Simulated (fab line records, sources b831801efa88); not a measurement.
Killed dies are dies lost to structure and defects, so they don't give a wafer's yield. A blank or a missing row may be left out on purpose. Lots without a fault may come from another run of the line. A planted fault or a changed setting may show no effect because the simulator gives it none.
fab line records | flow gf180mcu | part 2 of 2: steps 27 to 36 of 36
record lots=5 wafers=15 last_day=33
route steps=602 shown M1@319 V1@335
lots that met no fault: from a run of the same line without faults
start_h: hours from the record's first day to the start of the lot's first wafer shown | wait_h: hours since the lot's step before | " the same as in the row above | L1.1+2: a row that stands for several wafers | - no value, or no start given | * or withheld: withheld | < > ~ a bound
route shown NAME@n: a module of which the file shows steps, and the number in the route of the first | usual: mean/standard deviation of fault-free wafers | same: alike in all rows | chamber/n: place in a boat | sites: the reading at each site | _std_site: their standard deviation | _edge_site: outer sites' mean less inner sites' | radius_mm: how far each site lies from the wafer's centre | mask NAME#n: copy n | behind: the tool/chamber that last shaped the wafer | hold: why the lot was held/for how many hours/how that ended | device: the transistor (n, p or np) that didn't switch | end of line: the same wafers' tests at the end of the route | a step without rows: its recipe alone | killed: dies lost to structure and defects at the first sort, not the wafer's yield | map: a wafer's dies, x killed, . not, _ none there
set.NAME: the setting as run; set.NAME@STEP: as run at that earlier step | model.NAME: the simulator's own value behind a step, which no gauge read
lots at some steps of the route; a table a step, a row a wafer
services: from which hour (start_h, from the record's first day; less than 0 if before it) a tool's chamber was out of use, for how many hours, and why
## steps
# step GF_V1_SOFTBAKE_10
# recipe temp_c=130 time_s=60 resist=KrF
# usual resist_line_temp_C=22.99/0.088
# columns lot.wafer tool chamber start_h wait_h resist_line_temp_C
L077.1 litho_track-01 0 - - 22.90
L077.2 " 0 " " 22.99
L077.4 " 0 " " 23.04
L080.3 litho_track-02 0 - - 22.94
L080.4 " 0 " " 22.95
L080.6 " 0 " " 23.22
L084.1 litho_track-04 0 - - 22.88
L084.4 " 0 " " 23.06
L084.6 " 0 " " 23.08
L087.2 litho_track-01 0 - - 22.91
L087.3 " 0 " " 22.93
L087.6 " 0 " " 22.97
L090.2 litho_track-04 0 - - 22.99
L090.4 " 0 " " 23.09
L090.6 " 0 " " 23.00
# step GF_V1_EXPOSE_11
# recipe mask_id=Via1 target_cd_nm=260 na=0.68 source_shape=conventional sigma_outer=0.6 dose_mj=38
# columns lot.wafer tool chamber start_h wait_h mask
L077.1+2+4 krf_scanner-02 0 - - Via1#0
L080.3+4+6 krf_scanner-01 0 - - Via1#0
L084.1+4+6 krf_scanner-01 0 - - Via1#0
L087.2+3+6 krf_scanner-02 0 - - Via1#0
L090.2+4+6 krf_scanner-02 0 - - Via1#0
# step GF_V1_PEB_12
# recipe peb_temp_c=135 peb_time_s=90 resist=KrF
# usual resist_line_temp_C=23.01/0.11
# columns lot.wafer tool chamber start_h wait_h resist_line_temp_C
L077.1 litho_track-02 0 - - 23.12
L077.2 " 0 " " 23.12
L077.4 " 0 " " 22.98
L080.3 litho_track-01 0 - - 23.14
L080.4 " 0 " " 23.10
L080.6 " 0 " " 22.91
L084.1 litho_track-02 0 - - 22.82
L084.4 " 0 " " 22.83
L084.6 " 0 " " 22.86
L087.2 litho_track-04 0 - - 22.98
L087.3 " 0 " " 23.06
L087.6 " 0 " " 23.03
L090.2 litho_track-01 0 - - 22.88
L090.4 " 0 " " 23.00
L090.6 " 0 " " 22.86
# step GF_V1_DEVELOP_13
# recipe develop_time_s=60 resist=KrF dev_temp_c=21
# usual resist_line_temp_C=23.03/0.1
# columns lot.wafer tool chamber start_h wait_h resist_line_temp_C
L077.1 litho_track-02 0 442.84 0.2 23.23
L077.2 " 0 " " 23.11
L077.4 " 0 " " 23.14
L080.3 litho_track-01 0 478.32 0.1 23.16
L080.4 " 0 " " 23.09
L080.6 " 0 " " 23.18
L084.1 litho_track-02 0 510.48 0.2 23.15
L084.4 " 0 " " 23.10
L084.6 " 0 " " 23.05
L087.2 litho_track-04 0 530.68 0.2 23.00
L087.3 " 0 " " 23.03
L087.6 " 0 " " 23.00
L090.2 litho_track-01 0 556.00 0.2 22.94
L090.4 " 0 " " 22.99
L090.6 " 0 " " 23.09
# step GF_V1_CD_MEAS_14
# recipe target_cd_nm=260
# usual cd_nm=260.1/1.2
# columns lot.wafer tool chamber start_h wait_h cd_nm
L077.1 cd_sem-01 - 442.99 0.1 260.7
L077.2 " - " " 260.1
L077.4 " - " " 261.0
L080.3 cd_sem-01 - 478.46 0.1 260.1
L080.4 " - " " 260.3
L080.6 " - " " 259.4
L084.1 cd_sem-02 - 510.63 0.1 257.0
L084.4 " - " " 259.6
L084.6 " - " " 258.4
L087.2 cd_sem-02 - 530.82 0.1 260.5
L087.3 " - " " 260.4
L087.6 " - " " 260.9
L090.2 cd_sem-01 - 556.14 0.1 262.9
L090.4 " - " " 261.0
L090.6 " - " " 260.4
# step GF_V1_OVL_MEAS_15
# usual V1_OVL=4/6.9
# columns lot.wafer tool chamber start_h wait_h V1_OVL[nm]
L077.1 overlay-01 - 443.11 0.1 6
L077.2 " - " " 17
L077.4 " - " " 16
L080.3 overlay-02 - 478.56 0.1 8
L080.4 " - " " 2
L080.6 " - " " -5
L084.1 overlay-02 - 510.75 0.1 11
L084.4 " - " " 1
L084.6 " - " " 3
L087.2 overlay-01 - 530.93 0.1 1
L087.3 " - " " 5
L087.6 " - " " -6
L090.2 overlay-01 - 556.25 0.1 6
L090.4 " - " " 10
L090.6 " - " " 10
# step GF_V1_ETCH_16
# recipe chemistry=N2/H2 target_depth_a=withheld overetch_a=withheld time_s=withheld target=BARC ion_energy_ev=200 source_w=500 bias_w=100 pressure_mtorr=30 n2_flow_sccm=100 h2_flow_sccm=200
# usual drypump_motor_current_A=5.8/0.43 oes_product_au=0.855/0.0052 throttle_valve_pct=13.225/0.0086
# columns lot.wafer tool chamber start_h wait_h drypump_motor_current_A oes_product_au throttle_valve_pct
L077.1 rie_diel-03 3 443.14 0.0 6.1 0.854 13.222
L077.2 " 1 " " 5.6 0.847 13.225
L077.4 " 0 " " 5.6 0.858 13.217
L080.3 rie_diel-04 0 478.58 0.0 5.9 0.863 13.214
L080.4 " 1 " " 5.8 0.853 13.227
L080.6 " 3 " " 6.5 0.852 13.223
L084.1 rie_diel-04 1 510.79 0.0 5.8 0.857 13.222
L084.4 " 2 " " 6.3 0.858 13.227
L084.6 " 3 " " 6.6 0.852 13.214
L087.2 rie_diel-03 3 530.96 0.0 6.1 0.851 13.215
L087.3 " 2 " " 5.8 0.860 13.227
L087.6 " 2 " " 5.9 0.855 13.224
L090.2 rie_diel-04 1 556.28 0.0 5.8 0.861 13.204
L090.4 " 3 " " 6.6 0.852 13.218
L090.6 " 3 " " 6.6 0.864 13.217
# step GF_V1_ETCH_17
# recipe chemistry=C4F8/O2/Ar mask_material=KrF target=SiO2 stop_on=TiN source_w=1500 bias_w=1200 pressure_mtorr=40 c4f8_flow_sccm=withheld O2_flow_sccm=6 Ar_flow_sccm=300 time_s=withheld target_depth_a=6300
# usual oes_product_au=0.855/0.0047
# columns lot.wafer tool chamber start_h wait_h oes_product_au
L077.1 rie_diel-03 3 - - 0.846
L077.2 " 1 " " 0.857
L077.4 " 0 " " 0.850
L080.3 rie_diel-04 0 - - 0.858
L080.4 " 1 " " 0.856
L080.6 " 3 " " 0.856
L084.1 rie_diel-04 1 - - 0.855
L084.4 " 2 " " 0.855
L084.6 " 3 " " 0.857
L087.2 rie_diel-03 3 - - 0.853
L087.3 " 2 " " 0.863
L087.6 " 2 " " 0.857
L090.2 rie_diel-04 1 - - 0.860
L090.4 " 3 " " 0.853
L090.6 " 3 " " 0.854
# step GF_V1_STRIP_18
# recipe chemistry=O2/N2 power_w=1400 pressure_mtorr=1500 platen_temp_c=250 o2_flow_sccm=3000 n2_flow_sccm=300 overash_fraction=0.5
# usual drypump_motor_current_A=5.71/0.12 heater_power_w=347/13 oes_product_au=0.593/0.0049
# columns lot.wafer tool chamber start_h wait_h drypump_motor_current_A heater_power_w oes_product_au rf_hours_counter_h
L077.1 plasma_asher-02 1 443.27 - 5.80 358 0.592 85
L077.2 " 0 " " 5.54 333 0.585 85
L077.4 " 1 " " 5.78 358 0.594 -
L080.3 plasma_asher-03 0 478.74 - 5.70 334 0.592 -
L080.4 " 1 " " 5.72 375 0.594 -
L080.6 " 1 " " 5.72 367 0.589 -
L084.1 plasma_asher-04 1 510.92 - 5.77 346 0.591 72
L084.4 " 1 " " 5.75 337 0.596 -
L084.6 " 0 " " 5.85 362 0.588 -
L087.2 plasma_asher-04 0 531.09 - 5.86 353 0.592 74
L087.3 " 0 " " 5.86 350 0.588 -
L087.6 " 1 " " 5.74 342 0.588 -
L090.2 plasma_asher-02 1 556.41 - 5.80 343 0.595 97
L090.4 " 1 " " 5.79 358 0.599 -
L090.6 " 0 " " 5.53 338 0.601 -
# step GF_V1_STRIP_19
# recipe chemistry=post_etch_residue_remover time_s=1200 temp_c=72.5
# columns lot.wafer tool chamber start_h wait_h
L077.1+2+4 wet_bench-03 3 443.37 0.1
L080.3+4+6 wet_bench-03 1 478.81 0.0
L084.1+4+6 wet_bench-04 0 511.02 0.1
L087.2+3+6 wet_bench-04 1 531.19 0.1
L090.2+4+6 wet_bench-04 1 556.51 0.1
## services
# columns tool chamber start_h hours kind
hdpcvd-01 0 372.84 10.6 repair
pecvd-01 - 378.33 0.4 repair
plasma_asher-04 - 389.03 1.6 repair
krf_scanner-01 - 400.65 1.0 pm
krf_scanner-02 - 417.80 4.4 pm
krf_scanner-01 - 422.27 0.8 pm
rie_diel-03 - 436.03 0.1 repair
rie_diel-03 2 436.84 2.1 repair
krf_scanner-02 - 437.98 4.0 pm
krf_scanner-02 - 463.94 35.9 repair
wet_bench-03 - 479.53 5.9 repair
krf_scanner-01 - 493.00 1.3 pm
krf_scanner-02 - 499.86 3.0 pm
krf_scanner-01 - 507.24 1.1 repair
krf_scanner-02 - 509.65 1.0 pm
rie_diel-03 2 510.51 1.3 repair
rie_diel-03 - 514.98 2.8 pm
rie_diel-04 1 521.97 5.4 repair
krf_scanner-01 - 528.47 0.6 repair
krf_scanner-02 - 529.31 0.8 pm
wet_bench-04 - 541.81 1.9 pm
krf_scanner-02 - 542.01 1.3 pm
rie_diel-03 0 545.93 6.7 repair
krf_scanner-02 - 549.53 0.2 repair
